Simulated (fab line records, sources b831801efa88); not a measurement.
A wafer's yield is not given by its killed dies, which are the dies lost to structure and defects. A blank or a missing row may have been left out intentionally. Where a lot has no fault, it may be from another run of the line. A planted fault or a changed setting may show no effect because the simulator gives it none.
fab line records -- flow sfqLine -- part 1 of 2: steps 1 to 25 of 37
[record] lots = 5, wafers = 15, lastDay = 85
route steps=325 shown JJ@191 M5@198 A5B@209 R5@212
lots that met no fault: taken from a fault-free run of the same line
startH: start of the lot's first displayed wafer, in hours after the record's first day -- waitH: hours from the lot's prior step to this one -- " repeats the value in the row above -- L1.1+2: a single row standing in for several wafers -- - no value present, or no start provided -- * or withheld: withheld -- < > ~ a bound
route shown NAME@n: NAME is a module with steps in the file, n the number in the route of the first one -- usual: mean and standard deviation over wafers with no fault -- same: alike in all rows -- chamber/n: place in a boat -- sites: readings site by site -- _std_site: their standard deviation -- _edge_site: mean of outer sites minus mean of inner sites -- radiusMm: for every site, how far away it sits from the centre of the wafer -- mask NAME#n: copy n -- behind: the last tool/chamber to shape the wafer -- hold: cause of the lot's hold/its duration in hours/its outcome -- device: transistor that didn't switch, given as n, p or np -- end of line: tests of these same wafers at the route's end -- for a step that has no rows: nothing shown but its recipe -- killed: dies that structure and defects cost at the first sort, which is not the same as the wafer's yield -- map: a wafer's dies, marking killed ones x, the rest . and places with no die _
set.NAME: the setting that was run; set.NAME@STEP: the one run at that earlier step -- model.NAME: the simulator's own value behind a step, which no gauge read
lots at selected steps of the route; one table per step, one row per wafer
services: from which hour (startH, from the record's first day; less than 0 if before it) a tool's chamber was out of use, for how many hours, and why
[[steps]]
[step SFQ_JJ_OVL_MEAS_931]
[usual] J5_OVL = 0/5.4
lot.wafer,tool,chamber,startH,waitH,J5_OVL[nm]
L076.1,overlay-02,-,1052.46,0.1,-2
L076.3,overlay-02,-,1052.46,0.1,-3
L076.6,overlay-02,-,1052.46,0.1,-1
L084.1,overlay-01,-,1374.55,0.1,-4
L084.3,overlay-01,-,1374.55,0.1,-5
L084.5,overlay-01,-,1374.55,0.1,0
L088.1,overlay-02,-,1389.08,0.1,7
L088.5,overlay-02,-,1389.08,0.1,8
L088.6,overlay-02,-,1389.08,0.1,6
L090.1,overlay-02,-,1391.60,0.1,2
L090.4,overlay-02,-,1391.60,0.1,-7
L090.5,overlay-02,-,1391.60,0.1,2
L096.1,overlay-01,-,1473.78,0.1,-3
L096.3,overlay-01,-,1473.78,0.1,2
L096.4,overlay-01,-,1473.78,0.1,2
[step SFQ_TRILAYER_JJ_CE_METRO_MEASURE_117]
[usual] cdNm = 699.8/1.1
lot.wafer,tool,chamber,startH,waitH,cdNm
L076.1,cdSem-02,-,1052.49,0.0,700.4
L076.3,cdSem-02,-,1052.49,0.0,701.3
L076.6,cdSem-02,-,1052.49,0.0,700.5
L084.1,cdSem-02,-,1374.59,0.0,698.8
L084.3,cdSem-02,-,1374.59,0.0,697.9
L084.5,cdSem-02,-,1374.59,0.0,699.4
L088.1,cdSem-02,-,1389.11,0.0,698.2
L088.5,cdSem-02,-,1389.11,0.0,698.9
L088.6,cdSem-02,-,1389.11,0.0,698.8
L090.1,cdSem-02,-,1391.64,0.0,698.4
L090.4,cdSem-02,-,1391.64,0.0,701.0
L090.5,cdSem-02,-,1391.64,0.0,700.2
L096.1,cdSem-02,-,1473.81,0.0,700.5
L096.3,cdSem-02,-,1473.81,0.0,697.9
L096.4,cdSem-02,-,1473.81,0.0,697.4
[step SFQ_TRILAYER_JJ_CE_BARC_OPEN_RIE_150]
[recipe] maskMaterial = PR, chemistry = O2, targetDepthNm = 240, target = BARC, icpW = 600, biasW = 80, pressureMtorr = 10, timeS = 80
[usual] drypumpMotorCurrentA = 5.9/0.37, oesProductAu = 0.538/0.0045
lot.wafer,tool,chamber,startH,waitH,drypumpMotorCurrentA,oesProductAu,rfHoursCounterH
L076.1,rieMetal-03,0,1053.69,1.0,5.6,0.537,128
L076.3,rieMetal-03,1,1053.69,1.0,6.1,0.532,-
L076.6,rieMetal-03,0,1053.69,1.0,5.6,0.542,-
L084.1,rieMetal-04,1,1375.79,1.0,5.4,0.542,132
L084.3,rieMetal-04,1,1375.79,1.0,5.4,0.548,-
L084.5,rieMetal-04,0,1375.79,1.0,5.9,0.551,-
L088.1,rieMetal-03,0,1390.31,1.0,5.6,0.541,34
L088.5,rieMetal-03,0,1390.31,1.0,5.6,0.534,-
L088.6,rieMetal-03,1,1390.31,1.0,6.2,0.534,-
L090.1,rieMetal-03,0,1392.84,1.0,5.6,0.534,34
L090.4,rieMetal-03,0,1392.84,1.0,5.6,0.536,-
L090.5,rieMetal-03,1,1392.84,1.0,6.1,0.535,-
L096.1,rieMetal-02,0,1475.01,1.0,5.6,0.533,12
L096.3,rieMetal-02,1,1475.01,1.0,6.5,0.538,-
L096.4,rieMetal-02,0,1475.01,1.0,5.6,0.534,-
[step SFQ_TRILAYER_JJ_CE_ETCH_RIE_118]
[recipe] target = Nb, stopOn = Al2O3, maskMaterial = PR, taperDeg = 13.257, overEtchFrac = 0.15, timeS = 97.7, chemistry = SF6, targetDepthNm = 170, icpW = 600, biasW = 80, pressureMtorr = 10
[usual] drypumpMotorCurrentA = 5.9/0.37, oesProductAu = 0.988/0.0069
lot.wafer,tool,chamber,startH,waitH,drypumpMotorCurrentA,oesProductAu,rfHoursCounterH
L076.1,rieMetal-03,0,1053.79,0.1,5.6,0.983,128
L076.3,rieMetal-03,1,1053.79,0.1,6.1,0.990,-
L076.6,rieMetal-03,0,1053.79,0.1,5.6,0.975,-
L084.1,rieMetal-04,1,1375.88,0.1,5.4,0.989,132
L084.3,rieMetal-04,1,1375.88,0.1,5.4,0.988,-
L084.5,rieMetal-04,0,1375.88,0.1,5.9,0.992,-
L088.1,rieMetal-03,0,1390.40,0.1,5.6,0.992,34
L088.5,rieMetal-03,0,1390.40,0.1,5.6,0.978,-
L088.6,rieMetal-03,1,1390.40,0.1,6.1,0.991,-
L090.1,rieMetal-03,0,1392.93,0.1,5.6,0.994,34
L090.4,rieMetal-03,0,1392.93,0.1,5.6,0.995,-
L090.5,rieMetal-03,1,1392.93,0.1,6.1,0.984,-
L096.1,rieMetal-02,0,1475.10,0.1,5.6,0.982,12
L096.3,rieMetal-02,1,1475.10,0.1,6.5,0.981,-
L096.4,rieMetal-02,0,1475.10,0.1,5.6,0.978,-
[step SFQ_TRILAYER_JJ_ANODIZE_ANODIZE_119]
[recipe] currentDensityMaCm2 = withheld, endCurrentDensityMaCm2 = withheld, bathTempC = withheld
lot.wafer,tool,chamber,startH,waitH
L076.1+3+6,wetBench-05,"3,1,2",1053.89,0.1
L084.1+3+5,wetBench-05,"7,5,3",1375.99,0.1
L088.1+5+6,wetBench-05,"6,1,2",1390.51,0.1
L090.1+4+5,wetBench-05,"2,6,5",1393.04,0.1
L096.1+3+4,wetBench-05,"1,5,2",1475.21,0.1
[step SFQ_TRILAYER_JJ_CE_STRIP_STRIP_120]
[recipe] gas = O2, powerW = 200, platenTempC = 40, overashFraction = 0.65, chemistry = O2, pressureMtorr = 50
[usual] drypumpMotorCurrentA = 5.8/0.4, oesProductAu = 1.000/0.0091
lot.wafer,tool,chamber,startH,waitH,drypumpMotorCurrentA,oesProductAu,rfHoursCounterH
L076.1,rieMetal-04,1,1054.44,0.0,5.4,1.010,88
L076.3,rieMetal-04,1,1054.44,0.0,5.4,1.005,-
L076.6,rieMetal-04,1,1054.44,0.0,5.4,1.009,-
L084.1,rieMetal-02,0,1376.53,0.0,5.6,1.013,140
L084.3,rieMetal-02,1,1376.53,0.0,6.5,1.007,-
L084.5,rieMetal-02,1,1376.53,0.0,6.5,1.015,-
L088.1,rieMetal-04,1,1391.06,0.0,5.3,0.984,134
L088.5,rieMetal-04,0,1391.06,0.0,5.9,0.992,-
L088.6,rieMetal-04,1,1391.06,0.0,5.4,0.988,-
L090.1,rieMetal-04,0,1393.58,0.0,5.8,0.997,18
L090.4,rieMetal-04,0,1393.58,0.0,5.9,0.994,-
L090.5,rieMetal-04,0,1393.58,0.0,5.8,0.994,-
L096.1,rieMetal-02,1,1475.76,0.0,6.5,1.010,37
L096.3,rieMetal-02,1,1475.76,0.0,6.5,1.007,-
L096.4,rieMetal-02,0,1475.76,0.0,5.6,0.984,-
[step SFQ_TRILAYER_JJ_CE_STRIP_SOLV_CLEAN_121]
[recipe] chemistry = NMP, tempC = 70, timeS = 600
[usual] bathGuardTempC = 70.1/0.54, bathHeatDutyPct = 13.7/1.3
lot.wafer,tool,chamber,startH,waitH,bathGuardTempC,bathHeatDutyPct
L076.1,wetBench-02,0,1055.64,1.0,70.1,14.2
L076.3,wetBench-02,1,1055.64,1.0,70.1,12.2
L076.6,wetBench-02,4,1055.64,1.0,69.4,12.4
L084.1,wetBench-04,6,1377.13,0.4,69.9,14.8
L084.3,wetBench-04,1,1377.13,0.4,70.5,12.4
L084.5,wetBench-04,3,1377.13,0.4,70.2,14.4
L088.1,wetBench-03,5,1391.66,0.4,68.8,13.6
L088.5,wetBench-03,6,1391.66,0.4,69.4,10.0
L088.6,wetBench-03,2,1391.66,0.4,69.5,14.9
L090.1,wetBench-03,5,1394.18,0.4,69.1,14.4
L090.4,wetBench-03,2,1394.18,0.4,69.7,15.5
L090.5,wetBench-03,4,1394.18,0.4,70.5,16.3
L096.1,wetBench-04,3,1476.36,0.4,70.0,15.1
L096.3,wetBench-04,5,1476.36,0.4,70.3,14.1
L096.4,wetBench-04,2,1476.36,0.4,70.1,13.0
[step SFQ_TRILAYER_M5_LITHO_COAT_128]
[recipe] resist = BARC, spinRpm = 3000, resistThkNm = 62
lot.wafer,tool,chamber,startH,waitH
L076.1+3+6,lithoTrack-03,0,1055.81,0.0
L084.1+3+5,lithoTrack-04,0,1377.31,0.0
L088.1+5+6,lithoTrack-01,0,1391.83,0.0
L090.1+4+5,lithoTrack-03,0,1394.36,0.0
L096.1+3+4,lithoTrack-04,0,1476.55,0.0
[step SFQ_TRILAYER_M5_LITHO_COAT_123]
[recipe] resist = KrF, spinRpm = 3000, resistThkNm = 600
lot.wafer,tool,chamber,startH,waitH
L076.1+3+6,lithoTrack-03,0,1056.11,0.2
L084.1+3+5,lithoTrack-04,0,1377.61,0.2
L088.1+5+6,lithoTrack-01,0,1392.13,0.2
L090.1+4+5,lithoTrack-03,0,1394.66,0.2
L096.1+3+4,lithoTrack-04,0,1476.85,0.2
[step SFQ_TRILAYER_M5_LITHO_SOFTBAKE_127]
[recipe] tempC = withheld, timeS = withheld, resist = KrF
lot.wafer,tool,chamber,startH,waitH
L076.1+3+6,lithoTrack-03,0,1056.41,0.2
L084.1+3+5,lithoTrack-04,0,1377.91,0.2
L088.1+5+6,lithoTrack-01,0,1392.43,0.2
L090.1+4+5,lithoTrack-03,0,1394.96,0.2
L096.1+3+4,lithoTrack-04,0,1477.15,0.2
[step SFQ_TRILAYER_M5_LITHO_EXPOSE_124]
[recipe] maskId = M5, na = 0.6, sourceShape = conventional, sigmaOuter = 0.65, targetCdNm = 700, doseMj = 14.4
lot.wafer,tool,chamber,startH,waitH,mask
L076.1+3+6,krfScanner-02,0,1182.05,-,M5#0
L084.1+3+5,krfScanner-02,0,1494.17,-,M5#0
L088.1+5+6,krfScanner-01,0,1508.70,-,M5#0
L090.1+4+5,krfScanner-01,0,1512.30,-,M5#0
L096.1+3+4,krfScanner-02,0,1582.85,-,M5#0
[step SFQ_TRILAYER_M5_LITHO_PEB_126]
[recipe] pebTempC = 115, pebTimeS = 60, resist = KrF
lot.wafer,tool,chamber,startH,waitH
L076.1+3+6,lithoTrack-03,0,1183.25,1.0
L084.1+3+5,lithoTrack-03,0,1495.37,1.0
L088.1+5+6,lithoTrack-01,0,1509.90,1.0
L090.1+4+5,lithoTrack-01,0,1513.50,1.0
L096.1+3+4,lithoTrack-04,0,1584.05,1.0
[step SFQ_TRILAYER_M5_LITHO_DEVELOP_125]
[recipe] timeS = 60, resist = KrF
lot.wafer,tool,chamber,startH,waitH
L076.1+3+6,lithoTrack-03,0,1183.40,0.1
L084.1+3+5,lithoTrack-03,0,1495.52,0.1
L088.1+5+6,lithoTrack-01,0,1510.05,0.1
L090.1+4+5,lithoTrack-01,0,1513.65,0.1
L096.1+3+4,lithoTrack-04,0,1584.20,0.1
[step SFQ_M5_OVL_MEAS_932]
[usual] M5_OVL = 1/5.2
lot.wafer,tool,chamber,startH,waitH,M5_OVL[nm]
L076.1,overlay-02,-,1183.55,0.1,0
L076.3,overlay-02,-,1183.55,0.1,4
L076.6,overlay-02,-,1183.55,0.1,2
L084.1,overlay-02,-,1495.67,0.1,-6
L084.3,overlay-02,-,1495.67,0.1,-2
L084.5,overlay-02,-,1495.67,0.1,-5
L088.1,overlay-02,-,1510.20,0.1,-2
L088.5,overlay-02,-,1510.20,0.1,3
L088.6,overlay-02,-,1510.20,0.1,-4
L090.1,overlay-01,-,1513.80,0.1,3
L090.4,overlay-01,-,1513.80,0.1,5
L090.5,overlay-01,-,1513.80,0.1,4
L096.1,overlay-02,-,1584.35,0.1,1
L096.3,overlay-02,-,1584.35,0.1,6
L096.4,overlay-02,-,1584.35,0.1,4
[step SFQ_TRILAYER_M5_BARC_OPEN_METAL_ETCH_161]
[recipe] maskMaterial = PR, chemistry = O2, targetDepthNm = 125, target = BARC, icpW = 600, biasW = 80, pressureMtorr = 10, timeS = 41.7
[usual] drypumpMotorCurrentA = 5.77/0.25, oesProductAu = 0.685/0.0044
lot.wafer,tool,chamber,startH,waitH,drypumpMotorCurrentA,oesProductAu,rfHoursCounterH
L076.1,rieMetal-04,0,1183.59,0.0,5.88,0.683,102
L076.3,rieMetal-04,1,1183.59,0.0,5.35,0.687,-
L076.6,rieMetal-04,1,1183.59,0.0,5.35,0.681,-
L084.1,rieMetal-03,1,1495.71,0.0,6.09,0.684,24
L084.3,rieMetal-03,1,1495.71,0.0,6.10,0.682,-
L084.5,rieMetal-03,0,1495.71,0.0,5.56,0.679,-
L088.1,rieMetal-01,0,1510.23,0.0,5.66,0.687,0
L088.5,rieMetal-01,0,1510.23,0.0,5.64,0.683,-
L088.6,rieMetal-01,1,1510.23,0.0,5.97,0.687,-
L090.1,rieMetal-04,1,1513.83,0.0,5.31,0.688,1
L090.4,rieMetal-04,1,1513.83,0.0,5.35,0.680,-
L090.5,rieMetal-04,1,1513.83,0.0,5.34,0.681,-
L096.1,rieMetal-01,0,1584.38,0.0,5.65,0.686,9
L096.3,rieMetal-01,1,1584.38,0.0,5.95,0.687,-
L096.4,rieMetal-01,0,1584.38,0.0,5.66,0.680,-
[step SFQ_TRILAYER_M5_ETCH_METAL_ETCH_126]
[recipe] target = Nb, stopOn = SiO2, maskMaterial = PR, overEtchFrac = 0.15, timeS = 203.2, chemistry = Cl2/BCl3, targetDepthNm = 265, icpW = 600, biasW = 80, pressureMtorr = 10
[usual] drypumpMotorCurrentA = 5.77/0.25, oesProductAu = 0.728/0.0058
lot.wafer,tool,chamber,startH,waitH,drypumpMotorCurrentA,oesProductAu,rfHoursCounterH
L076.1,rieMetal-04,0,1183.65,0.0,5.86,0.733,102
L076.3,rieMetal-04,1,1183.65,0.0,5.36,0.736,-
L076.6,rieMetal-04,1,1183.65,0.0,5.37,0.730,-
L084.1,rieMetal-03,1,1495.77,0.0,6.09,0.734,24
L084.3,rieMetal-03,1,1495.77,0.0,6.08,0.732,-
L084.5,rieMetal-03,0,1495.77,0.0,5.56,0.737,-
L088.1,rieMetal-01,0,1510.29,0.0,5.67,0.728,0
L088.5,rieMetal-01,0,1510.29,0.0,5.66,0.720,-
L088.6,rieMetal-01,1,1510.29,0.0,5.95,0.724,-
L090.1,rieMetal-04,1,1513.89,0.0,5.35,0.736,1
L090.4,rieMetal-04,1,1513.89,0.0,5.36,0.732,-
L090.5,rieMetal-04,1,1513.89,0.0,5.36,0.725,-
L096.1,rieMetal-01,0,1584.44,0.0,5.64,0.717,9
L096.3,rieMetal-01,1,1584.44,0.0,5.96,0.738,-
L096.4,rieMetal-01,0,1584.44,0.0,5.63,0.739,-
[step SFQ_TRILAYER_M5_STRIP_STRIP_127]
[recipe] gas = O2, powerW = 200, platenTempC = 40, overashFraction = 0.65, chemistry = O2, pressureMtorr = 50
[usual] drypumpMotorCurrentA = 5.77/0.26, oesProductAu = 0.999/0.0091
lot.wafer,tool,chamber,startH,waitH,drypumpMotorCurrentA,oesProductAu,rfHoursCounterH
L076.1,rieMetal-04,0,1183.84,0.1,5.85,0.987,103
L076.3,rieMetal-04,1,1183.84,0.1,5.36,1.002,-
L076.6,rieMetal-04,1,1183.84,0.1,5.34,1.003,-
L084.1,rieMetal-03,1,1495.96,0.1,6.12,1.001,24
L084.3,rieMetal-03,1,1495.96,0.1,6.11,0.985,-
L084.5,rieMetal-03,0,1495.96,0.1,5.59,1.002,-
L088.1,rieMetal-01,0,1510.49,0.1,5.66,0.995,0
L088.5,rieMetal-01,0,1510.49,0.1,5.66,0.978,-
L088.6,rieMetal-01,1,1510.49,0.1,5.95,1.011,-
L090.1,rieMetal-04,1,1514.09,0.1,5.35,1.006,1
L090.4,rieMetal-04,1,1514.09,0.1,5.34,1.016,-
L090.5,rieMetal-04,1,1514.09,0.1,5.36,1.006,-
L096.1,rieMetal-01,0,1584.64,0.1,5.66,0.977,10
L096.3,rieMetal-01,1,1584.64,0.1,5.97,0.998,-
L096.4,rieMetal-01,0,1584.64,0.1,5.66,0.985,-
[step SFQ_TRILAYER_M5_STRIP_SOLV_CLEAN_128]
[recipe] chemistry = NMP, tempC = 70, timeS = 600
[usual] bathGuardTempC = 70.1/0.45, bathHeatDutyPct = 13.4/1.3
lot.wafer,tool,chamber,startH,waitH,bathGuardTempC,bathHeatDutyPct
L076.1,wetBench-04,2,1184.44,0.4,70.1,13.6
L076.3,wetBench-04,3,1184.44,0.4,70.2,15.1
L076.6,wetBench-04,5,1184.44,0.4,70.1,14.1
L084.1,wetBench-03,6,1496.56,0.4,69.6,10.0
L084.3,wetBench-03,0,1496.56,0.4,71.2,14.1
L084.5,wetBench-03,7,1496.56,0.4,69.7,14.7
L088.1,wetBench-01,1,1511.09,0.4,70.1,11.2
L088.5,wetBench-01,2,1511.09,0.4,70.0,12.7
L088.6,wetBench-01,3,1511.09,0.4,69.8,11.9
L090.1,wetBench-04,3,1514.69,0.4,70.2,14.9
L090.4,wetBench-04,0,1514.69,0.4,70.0,13.9
L090.5,wetBench-04,6,1514.69,0.4,69.9,14.8
L096.1,wetBench-01,0,1585.24,0.4,69.7,14.4
L096.3,wetBench-01,3,1585.24,0.4,69.7,11.6
L096.4,wetBench-01,7,1585.24,0.4,69.8,12.3
[step SFQ_TRILAYER_A5B_DEP_PECVD_129]
[recipe] material = SiO2, tempC = 150, timeS = 133.33, pressureTorr = 2.4, rfW = 183.3, precursor = SiH4/N2O, targetThkNm = 600
[usual] heaterPowerW = 83/23, susceptorTempC = 149.99/0.16, throttleValvePct = 25.2/1.2
lot.wafer,tool,chamber,startH,waitH,heaterPowerW,susceptorTempC,throttleValvePct
L076.1,pecvd-02,2,1184.61,0.0,42,150.05,25.7
L076.3,pecvd-02,1,1184.61,0.0,109,149.89,25.3
L076.6,pecvd-02,2,1184.61,0.0,44,150.01,26.0
L084.1,pecvd-02,0,1496.74,0.0,111,150.28,24.2
L084.3,pecvd-02,2,1496.74,0.0,46,150.06,26.8
L084.5,pecvd-02,1,1496.74,0.0,110,149.69,26.0
L088.1,pecvd-02,0,1511.44,0.0,111,149.72,24.5
L088.5,pecvd-02,1,1511.44,0.0,111,149.85,26.1
L088.6,pecvd-02,2,1511.44,0.0,39,150.23,26.6
L090.1,pecvd-01,0,1515.04,0.0,71,150.19,23.7
L090.4,pecvd-01,1,1515.04,0.0,121,150.01,23.6
L090.5,pecvd-01,2,1515.04,0.0,81,150.24,26.4
L096.1,pecvd-04,0,1585.41,0.0,92,150.00,24.8
L096.3,pecvd-04,2,1585.41,0.0,83,150.09,25.4
L096.4,pecvd-04,2,1585.41,0.0,86,150.26,25.2
[step SFQ_TRILAYER_A5B_CMP_CMP_130]
[recipe] stopOn = Nb, downForcePsi = 3, platenRpm = 60, targetThkNm = 340.7
[usual] motorCurrentA = 10.4/1.1
lot.wafer,tool,chamber,startH,waitH,motorCurrentA
L076.3,cmp-01,1,1185.82,1.2,12.2
L076.1,cmp-01,3,1186.82,2.2,11.1
L076.6,cmp-01,1,1187.82,3.1,11.6
L084.3,cmp-02,0,1515.57,18.8,10.0
L084.1,cmp-02,2,1516.57,19.8,10.5
L084.5,cmp-02,3,1516.57,19.8,8.5
L088.1,cmp-02,0,1527.07,15.6,10.6
L088.6,cmp-02,0,1529.07,17.5,10.1
L088.5,cmp-02,1,1529.07,17.5,9.8
L090.4,cmp-02,0,1530.07,14.9,9.5
L090.1,cmp-02,3,1531.57,16.5,8.1
L090.5,cmp-02,1,1532.57,17.4,9.6
L096.1,cmp-02,2,1586.02,0.6,10.4
L096.3,cmp-02,0,1587.02,1.6,9.9
L096.4,cmp-02,1,1587.02,1.6,9.8
[step SFQ_TRILAYER_A5B_METRO_MEASURE_131]
[usual] thkNm = 340/5.2
lot.wafer,tool,chamber,startH,waitH,thkNm
L076.1,filmMetro-01,-,1188.32,1.0,343
L076.3,filmMetro-01,-,1188.32,1.0,354
L076.6,filmMetro-01,-,1188.32,1.0,343
L084.1,filmMetro-01,-,1518.07,1.0,338
L084.3,filmMetro-01,-,1518.07,1.0,334
L084.5,filmMetro-01,-,1518.07,1.0,337
L088.1,filmMetro-04,-,1530.07,2.5,334
L088.5,filmMetro-04,-,1530.07,2.5,341
L088.6,filmMetro-04,-,1530.07,2.5,337
L090.1,filmMetro-02,-,1533.07,1.0,331
L090.4,filmMetro-02,-,1533.07,1.0,330
L090.5,filmMetro-02,-,1533.07,1.0,331
L096.1,filmMetro-04,-,1589.02,2.5,343
L096.3,filmMetro-04,-,1589.02,2.5,331
L096.4,filmMetro-04,-,1589.02,2.5,344
[step SFQ_TRILAYER_R5_DEP_SPUTTER_132]
[recipe] material = Ti, basePressurePa = 1.33e-06, targetThkNm = 5, powerW = 2000, timeS = 5, chamberPressurePa = 0.4
[usual] throttleValvePct = 29.8/0.75
lot.wafer,tool,chamber,startH,waitH,throttleValvePct
L076.1,pvdSputter-06,-,1189.52,1.0,29.5
L076.3,pvdSputter-06,-,1189.52,1.0,29.6
L076.6,pvdSputter-06,-,1189.52,1.0,29.5
L084.1,pvdSputter-05,-,1519.27,1.0,29.9
L084.3,pvdSputter-05,-,1519.27,1.0,29.6
L084.5,pvdSputter-05,-,1519.27,1.0,29.5
L088.1,pvdSputter-06,-,1531.27,1.0,29.7
L088.5,pvdSputter-06,-,1531.27,1.0,29.2
L088.6,pvdSputter-06,-,1531.27,1.0,29.3
L090.1,pvdSputter-06,-,1534.27,1.0,29.2
L090.4,pvdSputter-06,-,1534.27,1.0,29.5
L090.5,pvdSputter-06,-,1534.27,1.0,29.9
L096.1,pvdSputter-05,-,1590.22,1.0,31.6
L096.3,pvdSputter-05,-,1590.22,1.0,29.6
L096.4,pvdSputter-05,-,1590.22,1.0,29.8
[step SFQ_TRILAYER_R5_DEP_SPUTTER_133]
[recipe] material = MoNx, basePressurePa = 1.33e-06, targetThkNm = 40, powerW = 1000, timeS = 66.7, chamberPressurePa = 0.4
[usual] throttleValvePct = 29.8/0.76
lot.wafer,tool,chamber,startH,waitH,throttleValvePct
L076.1,pvdSputter-06,-,1189.54,0.0,30.0
L076.3,pvdSputter-06,-,1189.54,0.0,29.4
L076.6,pvdSputter-06,-,1189.54,0.0,29.5
L084.1,pvdSputter-05,-,1519.29,0.0,29.8
L084.3,pvdSputter-05,-,1519.29,0.0,29.8
L084.5,pvdSputter-05,-,1519.29,0.0,29.9
L088.1,pvdSputter-06,-,1531.29,0.0,29.2
L088.5,pvdSputter-06,-,1531.29,0.0,29.0
L088.6,pvdSputter-06,-,1531.29,0.0,29.5
L090.1,pvdSputter-06,-,1534.29,0.0,29.8
L090.4,pvdSputter-06,-,1534.29,0.0,29.4
L090.5,pvdSputter-06,-,1534.29,0.0,29.9
L096.1,pvdSputter-05,-,1590.24,0.0,31.4
L096.3,pvdSputter-05,-,1590.24,0.0,29.7
L096.4,pvdSputter-05,-,1590.24,0.0,29.7
[step SFQ_TRILAYER_R5_DEP_SPUTTER_134]
[recipe] material = Ti, basePressurePa = 1.33e-06, targetThkNm = 5, powerW = 2000, timeS = 5, chamberPressurePa = 0.4
[usual] throttleValvePct = 29.8/0.77
lot.wafer,tool,chamber,startH,waitH,throttleValvePct
L076.1,pvdSputter-06,-,1189.59,0.0,29.9
L076.3,pvdSputter-06,-,1189.59,0.0,29.1
L076.6,pvdSputter-06,-,1189.59,0.0,29.6
L084.1,pvdSputter-05,-,1519.35,0.0,29.8
L084.3,pvdSputter-05,-,1519.35,0.0,29.7
L084.5,pvdSputter-05,-,1519.35,0.0,29.2
L088.1,pvdSputter-06,-,1531.35,0.0,29.6
L088.5,pvdSputter-06,-,1531.35,0.0,29.3
L088.6,pvdSputter-06,-,1531.35,0.0,29.5
L090.1,pvdSputter-06,-,1534.35,0.0,29.5
L090.4,pvdSputter-06,-,1534.35,0.0,29.4
L090.5,pvdSputter-06,-,1534.35,0.0,29.9
L096.1,pvdSputter-05,-,1590.29,0.0,31.4
L096.3,pvdSputter-05,-,1590.29,0.0,29.6
L096.4,pvdSputter-05,-,1590.29,0.0,30.0
[step SFQ_R5_RS_MEAS_933]
[recipe] thkMeasGauge = four-point-probe, reads = Ti_of_TRILAYER_R5_DEP_SPUTTER_134+MoNx_of_TRILAYER_R5_DEP_SPUTTER_133+Ti_of_TRILAYER_R5_DEP_SPUTTER_132
[usual] R5_MONX_RS = 7.01/0.067
lot.wafer,tool,chamber,startH,waitH,R5_MONX_RS[ohm/sq]
L076.1,filmMetro-03,-,1189.61,0.0,7.13
L076.3,filmMetro-03,-,1189.61,0.0,7.07
L076.6,filmMetro-03,-,1189.61,0.0,7.17
L084.1,filmMetro-04,-,1519.37,0.0,7.03
L084.3,filmMetro-04,-,1519.37,0.0,6.93
L084.5,filmMetro-04,-,1519.37,0.0,7.08
L088.1,filmMetro-02,-,1531.37,0.0,7.10
L088.5,filmMetro-02,-,1531.37,0.0,7.11
L088.6,filmMetro-02,-,1531.37,0.0,7.10
L090.1,filmMetro-03,-,1534.37,0.0,6.99
L090.4,filmMetro-03,-,1534.37,0.0,6.99
L090.5,filmMetro-03,-,1534.37,0.0,7.01
L096.1,filmMetro-03,-,1590.31,0.0,7.01
L096.3,filmMetro-03,-,1590.31,0.0,6.94
L096.4,filmMetro-03,-,1590.31,0.0,7.09
